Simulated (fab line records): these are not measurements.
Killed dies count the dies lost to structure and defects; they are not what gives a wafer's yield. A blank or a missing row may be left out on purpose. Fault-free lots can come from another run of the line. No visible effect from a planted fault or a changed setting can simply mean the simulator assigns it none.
Chamber matching + flow sky130 + cmp-01 running SKY_LI_CONTACT_CMP_02: 4 sister chambers
The step polishes PSG. 8 wafers are shown with their chamber, then 9 later ones without.

EACH WAFER AND ITS CHAMBER
| wafer  | chamber | motor-current-A (A) | time-to-endpoint-s (s) |
|--------|---------|---------------------|------------------------|
| L814.3 | 1       | 14.9                | 25.5                   |
| L821.3 | 3       | 11.2                | 31.6                   |
| L821.5 | 3       | 10.9                | 32.1                   |
| L830.5 | 1       | 14.3                | 32.1                   |
| L831.3 | 2       | 12.2                | 32.5                   |
| L832.1 | 0       | 10.7                | 32.5                   |
| L832.4 | 2       | 12.4                | 33.3                   |
| L832.6 | 0       | 10.4                | 36.5                   |

WAFERS WITHOUT THEIR CHAMBER
| wafer  | motor-current-A (A) | time-to-endpoint-s (s) |
|--------|---------------------|------------------------|
| L833.2 | 12.2                | 31.7                   |
| L833.3 | 14.7                | 35.5                   |
| L833.5 | 10.1                | 32.4                   |
| L834.2 | 14.7                | 34.9                   |
| L834.5 | 12.2                | 35.3                   |
| L834.6 | 11.1                | 32.3                   |
| L836.2 | 14.1                | 33.3                   |
| L836.3 | 10.2                | 34.9                   |
| L836.6 | 11.2                | 32.5                   |

WHICH CHAMBER EACH WENT THROUGH
| wafer  | from the rows above     | in truth |
|--------|-------------------------|----------|
| L833.2 | 2                       | 2        |
| L833.3 | 1                       | 1        |
| L833.5 | can't be placed: 0 or 3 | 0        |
| L834.2 | 1                       | 1        |
| L834.5 | 2                       | 2        |
| L834.6 | can't be placed: 3 or 0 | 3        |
| L836.2 | 1                       | 1        |
| L836.3 | 0                       | 0        |
| L836.6 | can't be placed: 3 or 0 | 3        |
Correctly placed: 6 of 9. Unplaceable from these rows: 3, with the true chamber sitting among the candidates in 3. Number placed wrongly: 0.
How it was worked out, from the rows above alone: a wafer's distance from a chamber is the root of the sum, over the readings, of the square of ((its reading less the chamber's mean) divided by the reading's scatter). If the next closest chamber is less than 2 further off than the closest, the wafer can't be placed; otherwise it belongs to the closest. For every chamber, the mean is computed from those of its wafers that are shown. The scatter: take each reading less its chamber's mean, square it, sum over the shown wafers, divide by the number of wafers less the number of chambers, and take the root.
